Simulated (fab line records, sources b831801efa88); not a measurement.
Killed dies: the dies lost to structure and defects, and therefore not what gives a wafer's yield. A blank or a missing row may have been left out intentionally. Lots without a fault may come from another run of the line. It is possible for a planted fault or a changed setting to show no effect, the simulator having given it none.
Which tool was responsible? ; flow sky130 ; 6 lots, 18 wafers sampled, at 2 steps of a route of 708

WHAT EACH GAUGE READ, for each wafer
SKY_VT_ADJUST_PCH_TW_MEAS_10.
lot;measured;on;VT_ADJUST_PCH_TW
L304;day 10 06:38;film metro-03;142.4 141.8 142.8
L307;day 11 10:01;film metro-01;143.9 143.6 143.6
L312;day 12 22:04;film metro-03;141.9 142.4 142.1
L316;day 14 22:28;film metro-03;141.2 141.6 141.9
L320;day 16 16:31;film metro-01;143.3 142.7 142.5
L326;day 18 15:47;film metro-01;142.5 141.8 141.5

EACH LOT AND THE TOOL THAT RAN IT (in order: tool; ch and the chambers of the sampled wafers; start)
lot;SKY_FIELD_ISO_ETCH_14
L304;rie diel-04 ch 0,1,3, day 2 10:03
L307;rie diel-01 ch 0,1,3, day 3 02:46
L312;rie diel-04 ch 1,2,3, day 4 03:37
L316;rie diel-01 ch 0,3, day 5 00:59
L320;rie diel-04 ch 1,2,3, day 5 19:49
L326;rie diel-01 ch 0,2,3, day 7 07:28
- SKY_FIELD_ISO_ETCH_14: etches BARC in N2/H2, stops on SiO2, time 45.9 s, target depth 60 nm.

THE ANSWER, worked out from the rows above alone
Rule: what is usual is taken from the lots themselves. Put in order of their means at a reading, lots are off if they are a third of the lots or fewer, leave a main group of 4 or more, and stand apart from it by a gap of 3 or more times the standard deviation of the main group's means; of several such gaps the widest counts. A main group is skipped when, at the precision printed for the reading in the tables above, its means are all equal. A lot without any number at a reading at which 4 lots or more have one is off too. Where the step has rows for the other lots, those lots are counted as sound.
No lot is off at any reading shown: from this, nothing can be told.

WHAT HAD BEEN PUT IN BY THE SIMULATOR
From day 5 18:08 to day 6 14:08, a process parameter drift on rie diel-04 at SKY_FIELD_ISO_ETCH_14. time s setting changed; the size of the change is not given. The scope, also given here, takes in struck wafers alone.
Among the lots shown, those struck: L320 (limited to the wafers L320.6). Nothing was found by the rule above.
